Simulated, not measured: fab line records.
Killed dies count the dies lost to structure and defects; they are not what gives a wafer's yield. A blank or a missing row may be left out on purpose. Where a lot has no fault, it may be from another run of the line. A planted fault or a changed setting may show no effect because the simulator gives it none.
Which tool did it? ; flow sky130 ; 10 lots, 30 wafers sampled, at 4 steps of a route of 708

## WHAT EACH GAUGE READ, for each wafer
SKY_LDD_N_TW_MEAS_17. Usual: LDD_N_TW typically reads 2579, with standard deviation 13.
lot;measured;on;LDD_N_TW;flag
L336;day 18 15:56;film metro-02;2561 2561 2548;
L340;day 20 22:02;film metro-04;2582 2561 2571;
L341;day 21 03:59;film metro-02;2583 2579 2571;
L342;day 21 17:33;film metro-02;2581 2555 2565;
L347;day 23 03:25;film metro-04;2605 2590 2606;
L350;day 24 01:14;film metro-03;2584 2587 2584;
L351;day 24 05:09;film metro-02;2586 2580 2576;
L353;day 24 19:05;film metro-03;2571 2596 2586;
L355;day 25 08:11;film metro-02;2576 2586 2576;
L357;day 26 13:25;film metro-04;2590 2600 2599;

SKY_LOCAL_INTERCONNECT_RS_MEAS_01: the measuring method here is four-point-probe. Usual: LOCAL_INTERCONNECT_TIN_RS typically reads 14.11 ohm/sq, with standard deviation 0.13.
lot;measured;on;LOCAL_INTERCONNECT_TIN_RS (ohm/sq);flag
L336;day 30 02:52;film metro-03;14.05 14.08 13.98;
L340;day 31 22:24;film metro-02;14.17 13.99 14.14;
L341;day 32 05:08;film metro-01;14.16 14.04 14.17;
L342;day 32 16:23;film metro-02;13.95 13.97 13.76;
L347;day 33 22:27;film metro-02;13.96 14.09 13.91;
L350;day 34 16:55;film metro-02;12.29 12.30 12.29;OFF
L351;day 34 21:54;film metro-03;14.31 14.19 14.28;
L353;day 35 07:12;film metro-01;12.26 12.29 12.27;OFF
L355;day 35 19:26;film metro-03;14.31 14.15 14.12;
L357;day 37 00:16;film metro-03;14.29 14.25 14.32;

SKY_LOCAL_INTERCONNECT_THK_MEAS_02: measures by xrf. Usual: LOCAL_INTERCONNECT_TIN_THK typically reads 98.1 nm, with standard deviation 0.88.
lot;measured;on;LOCAL_INTERCONNECT_TIN_THK (nm);flag
L336;day 30 02:59;film metro-03;98.0 97.9 98.8;
L340;day 31 22:31;film metro-02;97.9 98.8 97.4;
L341;day 32 05:16;film metro-01;97.2 98.6 97.6;
L342;day 32 16:31;film metro-02;100.0 99.3 100.6;
L347;day 33 22:34;film metro-02;98.7 98.4 99.7;
L350;day 34 17:02;film metro-02;111.9 111.6 112.2;OFF
L351;day 34 22:01;film metro-03;97.6 98.4 98.0;
L353;day 35 07:19;film metro-01;112.2 112.0 111.4;OFF
L355;day 35 19:33;film metro-03;97.3 98.2 97.9;
L357;day 37 00:22;film metro-03;97.4 97.4 96.5;

## EACH LOT AND THE TOOL THAT RAN IT (in order: tool; ch and the chambers of the sampled wafers; start)
lot;SKY_LOCAL_INTERCONNECT_SPUTTER_00
L336;pvd sputter-02, day 30 02:49
L340;pvd sputter-02, day 31 22:19
L341;pvd sputter-02, day 32 05:04
L342;pvd sputter-02, day 32 16:20
L347;pvd sputter-02, day 33 22:23
L350;pvd sputter-02, day 34 16:51
L351;pvd sputter-03, day 34 21:50
L353;pvd sputter-02, day 35 07:07
L355;pvd sputter-04, day 35 19:22
L357;pvd sputter-03, day 37 00:11
- SKY_LOCAL_INTERCONNECT_SPUTTER_00: material TiN, target thk 100 nm, time 83.3 s.

## AS READ BY THE TOOLS THEMSELVES (means over the sampled wafers that have a number; for cases with no such wafer, the mark the record gives instead)
SKY_LOCAL_INTERCONNECT_SPUTTER_00. Usual: cathode dc power W 6499.8 W, standard deviation 1.2; throttle valve pct 29.8 %, standard deviation 1.2.
lot;tool;cathode dc power W (W);throttle valve pct (%);flag
L336;pvd sputter-02;6499.7;30.5;
L340;pvd sputter-02;6500.0;30.5;
L341;pvd sputter-02;6501.8;30.5;
L342;pvd sputter-02;6500.6;29.7;
L347;pvd sputter-02;6500.9;30.3;
L350;pvd sputter-02;7457.7;30.5;OFF
L351;pvd sputter-03;6500.7;29.8;
L353;pvd sputter-02;7458.6;31.1;OFF
L355;pvd sputter-04;6499.5;29.6;
L357;pvd sputter-03;6499.1;30.0;

## THE ANSWER, worked out from the rows above alone
Rule: lot off if the mean of its wafers having a number is beyond 3 standard deviations from the usual mean. Also off: a lot with no number at a reading for which 4 or more lots have one. Where the step has rows for the other lots, those lots are counted as sound. First the gauges in route order, then the tools' own readings, where a lot's mean is used as printed above. The first step at which some lot is off is used, and at that step the reading that is off furthest; a lot without a number counts as furthest.
Off: at SKY_LOCAL_INTERCONNECT_RS_MEAS_01 (LOCAL_INTERCONNECT_TIN_RS), L350, L353.
If a tool, at a process step before that reading, ran all the lots that are off and no sound lot after the first of them, it fits. Not tried: the gauges at SKY_LOCAL_INTERCONNECT_RS_MEAS_01; whatever is off there is also off at SKY_LOCAL_INTERCONNECT_SPUTTER_00, on other tools, and gauge error can't account for it. One candidate fits, namely pvd sputter-02 at SKY_LOCAL_INTERCONNECT_SPUTTER_00. A fault onset in the window from L347 (day 33 22:23, its last sound lot) to L350 (day 34 16:51, its first lot off) fits.
The tool's own readings at SKY_LOCAL_INTERCONNECT_SPUTTER_00 bear it out: on the lots that are off they differ by more than 5 times the standard deviation of the sound lots' means. cathode dc power W reads 7458.1 W there against 6500.3 W on the sound lots.

## WHAT WAS PUT IN BY THE SIMULATOR
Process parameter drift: pvd sputter-02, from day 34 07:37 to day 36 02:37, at SKY_LOCAL_INTERCONNECT_SPUTTER_00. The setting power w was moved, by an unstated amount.
Shown lots that were struck: L350, L353. The same result came from the rule above.
